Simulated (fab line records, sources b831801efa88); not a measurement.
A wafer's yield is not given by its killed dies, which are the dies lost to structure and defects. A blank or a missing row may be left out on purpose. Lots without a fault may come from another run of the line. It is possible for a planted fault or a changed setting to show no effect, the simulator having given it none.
Which tool was responsible? / flow gf180mcu / 13 lots, 39 wafers sampled, at 6 steps of a route of 602

WHAT THE GAUGES SHOWED, per wafer
GF_NWELL_TW_MEAS_11. Usual: NWELL_TW typically reads 1570, with standard deviation 9.5.
lot=L391; measured=day 4 09:10; on=filmMetro-04; NWELL_TW=1579 1574 1581; flag=
lot=L392; measured=day 4 09:31; on=filmMetro-03; NWELL_TW=1586 1566 1574; flag=
lot=L393; measured=day 4 12:03; on=filmMetro-03; NWELL_TW=1573 1561 1567; flag=
lot=L398; measured=day 5 16:38; on=filmMetro-01; NWELL_TW=1557 1569 1561; flag=
lot=L399; measured=day 5 17:51; on=filmMetro-04; NWELL_TW=1572 1576 1572; flag=
lot=L400; measured=day 6 01:33; on=filmMetro-03; NWELL_TW=1582 1580 1588; flag=
lot=L403; measured=day 6 17:18; on=filmMetro-04; NWELL_TW=1566 1580 1571; flag=
lot=L404; measured=day 6 22:26; on=filmMetro-04; NWELL_TW=1573 1577 1572; flag=
lot=L405; measured=day 7 05:45; on=filmMetro-04; NWELL_TW=1575 1577 1569; flag=
lot=L406; measured=day 7 11:39; on=filmMetro-01; NWELL_TW=1561 1560 1564; flag=
lot=L408; measured=day 7 20:05; on=filmMetro-01; NWELL_TW=1552 1552 1566; flag=
lot=L409; measured=day 8 06:46; on=filmMetro-04; NWELL_TW=1566 1567 1564; flag=
lot=L410; measured=day 8 10:04; on=filmMetro-03; NWELL_TW=1585 1578 1581; flag=

GF_VT_IMPLANT_TW_MEAS_21. Usual: VT_IMPLANT_2_TW typically reads 1212, with standard deviation 6.4.
lot=L391; measured=day 7 11:02; on=filmMetro-04; VT_IMPLANT_2_TW=1212 1209 1212; flag=
lot=L392; measured=day 7 11:20; on=filmMetro-02; VT_IMPLANT_2_TW=1212 1218 1224; flag=
lot=L393; measured=day 7 15:27; on=filmMetro-02; VT_IMPLANT_2_TW=1220 1218 1226; flag=
lot=L398; measured=day 9 01:34; on=filmMetro-02; VT_IMPLANT_2_TW=1215 1213 1219; flag=
lot=L399; measured=day 9 02:29; on=filmMetro-01; VT_IMPLANT_2_TW=1208 1200 1208; flag=
lot=L400; measured=day 9 11:12; on=filmMetro-02; VT_IMPLANT_2_TW=1212 1215 1219; flag=
lot=L403; measured=day 10 04:50; on=filmMetro-04; VT_IMPLANT_2_TW=1207 1212 1211; flag=
lot=L404; measured=day 10 11:43; on=filmMetro-04; VT_IMPLANT_2_TW=1212 1208 1204; flag=
lot=L405; measured=day 10 18:09; on=filmMetro-02; VT_IMPLANT_2_TW=1214 1214 1215; flag=
lot=L406; measured=day 11 02:50; on=filmMetro-04; VT_IMPLANT_2_TW=1216 1213 1215; flag=
lot=L408; measured=day 11 11:03; on=filmMetro-02; VT_IMPLANT_2_TW=1217 1213 1215; flag=
lot=L409; measured=day 11 22:55; on=filmMetro-01; VT_IMPLANT_2_TW=1214 1210 1209; flag=
lot=L410; measured=day 12 04:37; on=filmMetro-02; VT_IMPLANT_2_TW=1199 1213 1215; flag=

GF_VT_IMPLANT_OVL_MEAS_29. Usual: VT_IMPLANT_02_OVL typically reads 1.1 nm, with standard deviation 1.1.
lot=L391; measured=day 8 02:46; on=overlay-02; VT_IMPLANT_02_OVL (nm)=1.5 1.8 0.8; flag=
lot=L392; measured=day 8 03:07; on=overlay-02; VT_IMPLANT_02_OVL (nm)=2.8 1.7 0.4; flag=
lot=L393; measured=day 8 07:50; on=overlay-02; VT_IMPLANT_02_OVL (nm)=1.5 0.3 -0.2; flag=
lot=L398; measured=day 9 18:30; on=overlay-01; VT_IMPLANT_02_OVL (nm)=- - -; flag=OFF
lot=L399; measured=day 9 19:28; on=overlay-01; VT_IMPLANT_02_OVL (nm)=- - -; flag=OFF
lot=L400; measured=day 10 04:16; on=overlay-01; VT_IMPLANT_02_OVL (nm)=- - -; flag=OFF
lot=L403; measured=day 10 22:34; on=overlay-01; VT_IMPLANT_02_OVL (nm)=-0.1 1.6 -0.7; flag=
lot=L404; measured=day 11 06:13; on=overlay-02; VT_IMPLANT_02_OVL (nm)=2.5 1.3 2.2; flag=
lot=L405; measured=day 11 12:48; on=overlay-02; VT_IMPLANT_02_OVL (nm)=1.6 1.9 0.6; flag=
lot=L406; measured=day 11 20:55; on=overlay-02; VT_IMPLANT_02_OVL (nm)=3.7 1.3 4.4; flag=
lot=L408; measured=day 12 05:31; on=overlay-02; VT_IMPLANT_02_OVL (nm)=1.1 0.2 1.0; flag=
lot=L409; measured=day 12 18:04; on=overlay-02; VT_IMPLANT_02_OVL (nm)=-0.5 -0.2 -1.6; flag=
lot=L410; measured=day 12 23:49; on=overlay-02; VT_IMPLANT_02_OVL (nm)=-0.2 -0.3 0.3; flag=

GF_VT_IMPLANT_TW_MEAS_43. Usual: VT_IMPLANT_4_TW typically reads 689, with standard deviation 3.3.
lot=L391; measured=day 8 19:58; on=filmMetro-04; VT_IMPLANT_4_TW=687 688 691; flag=
lot=L392; measured=day 8 20:16; on=filmMetro-04; VT_IMPLANT_4_TW=687 692 689; flag=
lot=L393; measured=day 9 01:16; on=filmMetro-01; VT_IMPLANT_4_TW=685 681 683; flag=
lot=L398; measured=day 10 12:06; on=filmMetro-04; VT_IMPLANT_4_TW=697 700 698; flag=
lot=L399; measured=day 10 13:57; on=filmMetro-04; VT_IMPLANT_4_TW=693 698 694; flag=
lot=L400; measured=day 10 22:32; on=filmMetro-02; VT_IMPLANT_4_TW=701 700 702; flag=OFF
lot=L403; measured=day 11 17:44; on=filmMetro-01; VT_IMPLANT_4_TW=683 686 688; flag=
lot=L404; measured=day 12 01:52; on=filmMetro-02; VT_IMPLANT_4_TW=691 687 686; flag=
lot=L405; measured=day 12 08:06; on=filmMetro-01; VT_IMPLANT_4_TW=684 687 686; flag=
lot=L406; measured=day 12 16:21; on=filmMetro-01; VT_IMPLANT_4_TW=688 687 688; flag=
lot=L408; measured=day 13 01:47; on=filmMetro-04; VT_IMPLANT_4_TW=692 692 692; flag=
lot=L409; measured=day 13 13:52; on=filmMetro-02; VT_IMPLANT_4_TW=690 693 690; flag=
lot=L410; measured=day 13 19:55; on=filmMetro-04; VT_IMPLANT_4_TW=691 690 692; flag=

WHICH TOOL RAN EACH LOT (tool, then ch and the chambers of the sampled wafers, then the start)
lot=L391; GF_MVSD_STRIP_10=plasmaAsher-02 ch 0,1, day 5 13:51; GF_VT_IMPLANT_COAT_24=lithoTrack-02 ch 0, day 7 18:41
lot=L392; GF_MVSD_STRIP_10=plasmaAsher-02 ch 0,1, day 5 14:12; GF_VT_IMPLANT_COAT_24=lithoTrack-01 ch 0, day 7 19:01
lot=L393; GF_MVSD_STRIP_10=plasmaAsher-01 ch 0,1, day 5 16:47; GF_VT_IMPLANT_COAT_24=lithoTrack-01 ch 0, day 7 23:39
lot=L398; GF_MVSD_STRIP_10=plasmaAsher-04 ch 0,1, day 6 23:23; GF_VT_IMPLANT_COAT_24=lithoTrack-02, day 9 09:34
lot=L399; GF_MVSD_STRIP_10=plasmaAsher-04 ch 0,1, day 7 00:35; GF_VT_IMPLANT_COAT_24=lithoTrack-01, day 9 11:06
lot=L400; GF_MVSD_STRIP_10=plasmaAsher-01 ch 0,1, day 7 08:44; GF_VT_IMPLANT_COAT_24=lithoTrack-02, day 9 19:16
lot=L403; GF_MVSD_STRIP_10=plasmaAsher-02 ch 0,1, day 8 01:56; GF_VT_IMPLANT_COAT_24=lithoTrack-02 ch 0, day 10 13:40
lot=L404; GF_MVSD_STRIP_10=plasmaAsher-01 ch 0,1, day 8 07:26; GF_VT_IMPLANT_COAT_24=lithoTrack-02 ch 0, day 10 20:23
lot=L405; GF_MVSD_STRIP_10=plasmaAsher-01 ch 0,1, day 8 14:20; GF_VT_IMPLANT_COAT_24=lithoTrack-02 ch 0, day 11 03:22
lot=L406; GF_MVSD_STRIP_10=plasmaAsher-01 ch 0,1, day 8 20:32; GF_VT_IMPLANT_COAT_24=lithoTrack-02 ch 0, day 11 11:43
lot=L408; GF_MVSD_STRIP_10=plasmaAsher-04 ch 0,1, day 9 04:23; GF_VT_IMPLANT_COAT_24=lithoTrack-02 ch 0, day 11 19:58
lot=L409; GF_MVSD_STRIP_10=plasmaAsher-02 ch 0,1, day 9 16:23; GF_VT_IMPLANT_COAT_24=lithoTrack-01 ch 0, day 12 08:18
lot=L410; GF_MVSD_STRIP_10=plasmaAsher-04 ch 0,1, day 9 20:54; GF_VT_IMPLANT_COAT_24=lithoTrack-04 ch 0, day 12 13:59
- GF_MVSD_STRIP_10: strips in O2/N2.
- GF_VT_IMPLANT_COAT_24: resist thk 1000 nm.

WHAT THE TOOLS THEMSELVES READ (means of the sampled wafers that have a number; where no wafer has one, the mark that the record gives instead)
GF_MVSD_STRIP_10. Usual: drypumpMotorCurrentA 5.5 A, standard deviation 0.54; heaterPowerW 354 W, standard deviation 25; oesProductAu 0.723 a.u., standard deviation 0.0047; platenTempC 249.97 C, standard deviation 0.18; stripTimeToEndpointS 36.95 s, standard deviation 0.098.
lot=L391; tool=plasmaAsher-02; drypumpMotorCurrentA (A)=5.2; heaterPowerW (W)=362; oesProductAu (a.u.)=0.721; platenTempC (C)=250.08; stripTimeToEndpointS (s)=37.11; flag=
lot=L392; tool=plasmaAsher-02; drypumpMotorCurrentA (A)=5.2; heaterPowerW (W)=360; oesProductAu (a.u.)=0.722; platenTempC (C)=250.01; stripTimeToEndpointS (s)=36.91; flag=
lot=L393; tool=plasmaAsher-01; drypumpMotorCurrentA (A)=5.3; heaterPowerW (W)=340; oesProductAu (a.u.)=0.726; platenTempC (C)=249.77; stripTimeToEndpointS (s)=36.83; flag=
lot=L398; tool=plasmaAsher-04; drypumpMotorCurrentA (A)=5.8; heaterPowerW (W)=368; oesProductAu (a.u.)=0.722; platenTempC (C)=250.03; stripTimeToEndpointS (s)=36.98; flag=
lot=L399; tool=plasmaAsher-04; drypumpMotorCurrentA (A)=5.4; heaterPowerW (W)=367; oesProductAu (a.u.)=0.727; platenTempC (C)=250.06; stripTimeToEndpointS (s)=37.10; flag=
lot=L400; tool=plasmaAsher-01; drypumpMotorCurrentA (A)=5.3; heaterPowerW (W)=338; oesProductAu (a.u.)=0.719; platenTempC (C)=250.12; stripTimeToEndpointS (s)=36.95; flag=
lot=L403; tool=plasmaAsher-02; drypumpMotorCurrentA (A)=5.7; heaterPowerW (W)=342; oesProductAu (a.u.)=0.721; platenTempC (C)=249.97; stripTimeToEndpointS (s)=36.90; flag=
lot=L404; tool=plasmaAsher-01; drypumpMotorCurrentA (A)=5.3; heaterPowerW (W)=329; oesProductAu (a.u.)=0.725; platenTempC (C)=250.09; stripTimeToEndpointS (s)=36.98; flag=
lot=L405; tool=plasmaAsher-01; drypumpMotorCurrentA (A)=5.3; heaterPowerW (W)=332; oesProductAu (a.u.)=0.726; platenTempC (C)=249.89; stripTimeToEndpointS (s)=37.06; flag=
lot=L406; tool=plasmaAsher-01; drypumpMotorCurrentA (A)=5.3; heaterPowerW (W)=340; oesProductAu (a.u.)=0.723; platenTempC (C)=250.23; stripTimeToEndpointS (s)=36.93; flag=
lot=L408; tool=plasmaAsher-04; drypumpMotorCurrentA (A)=5.4; heaterPowerW (W)=364; oesProductAu (a.u.)=0.718; platenTempC (C)=249.98; stripTimeToEndpointS (s)=36.83; flag=
lot=L409; tool=plasmaAsher-02; drypumpMotorCurrentA (A)=5.7; heaterPowerW (W)=346; oesProductAu (a.u.)=0.722; platenTempC (C)=249.89; stripTimeToEndpointS (s)=37.03; flag=
lot=L410; tool=plasmaAsher-04; drypumpMotorCurrentA (A)=5.4; heaterPowerW (W)=367; oesProductAu (a.u.)=0.722; platenTempC (C)=249.93; stripTimeToEndpointS (s)=36.96; flag=

GF_VT_IMPLANT_COAT_24. Usual: chillPlateTempC 22.98 C, standard deviation 0.1; dispensePressureKPa 51 kPa, standard deviation 3.5.
lot=L391; tool=lithoTrack-02; chillPlateTempC (C)=22.94; dispensePressureKPa (kPa)=55; flag=
lot=L392; tool=lithoTrack-01; chillPlateTempC (C)=23.11; dispensePressureKPa (kPa)=51; flag=
lot=L393; tool=lithoTrack-01; chillPlateTempC (C)=22.91; dispensePressureKPa (kPa)=51; flag=
lot=L398; tool=lithoTrack-02; chillPlateTempC (C)=-; dispensePressureKPa (kPa)=-; flag=OFF
lot=L399; tool=lithoTrack-01; chillPlateTempC (C)=-; dispensePressureKPa (kPa)=-; flag=OFF
lot=L400; tool=lithoTrack-02; chillPlateTempC (C)=-; dispensePressureKPa (kPa)=-; flag=OFF
lot=L403; tool=lithoTrack-02; chillPlateTempC (C)=23.05; dispensePressureKPa (kPa)=55; flag=
lot=L404; tool=lithoTrack-02; chillPlateTempC (C)=22.97; dispensePressureKPa (kPa)=55; flag=
lot=L405; tool=lithoTrack-02; chillPlateTempC (C)=23.00; dispensePressureKPa (kPa)=55; flag=
lot=L406; tool=lithoTrack-02; chillPlateTempC (C)=23.08; dispensePressureKPa (kPa)=55; flag=
lot=L408; tool=lithoTrack-02; chillPlateTempC (C)=23.02; dispensePressureKPa (kPa)=55; flag=
lot=L409; tool=lithoTrack-01; chillPlateTempC (C)=22.94; dispensePressureKPa (kPa)=51; flag=
lot=L410; tool=lithoTrack-04; chillPlateTempC (C)=23.04; dispensePressureKPa (kPa)=46; flag=

THE ANSWER, worked out from the rows above alone
Rule: a lot is off if the mean of its wafers that have a number lies more than 3 standard deviations from the usual mean. Also off: a lot with no number at a reading for which 4 or more lots have one. Any other lot the step has rows for is counted as sound. The gauges are gone through in route order, then the tools' own readings, and for those a lot's mean is taken as printed above. At the first step where some lot is off, the reading lying furthest off is the one used; lots without a number count as furthest.
Off: L398, L399, L400, seen at GF_VT_IMPLANT_OVL_MEAS_29 (VT_IMPLANT_02_OVL). Without a number there: L398, L399, L400.
A tool fits if, at a process step before that reading, it ran every lot that is off, and no sound lot after the first of them. The gauges at GF_VT_IMPLANT_OVL_MEAS_29 aren't tried: what is off there is off at GF_VT_IMPLANT_COAT_24 too, on other tools, and a gauge's error can't cause that. Of those tried, none fits.

WHAT HAD BEEN PUT IN BY THE SIMULATOR
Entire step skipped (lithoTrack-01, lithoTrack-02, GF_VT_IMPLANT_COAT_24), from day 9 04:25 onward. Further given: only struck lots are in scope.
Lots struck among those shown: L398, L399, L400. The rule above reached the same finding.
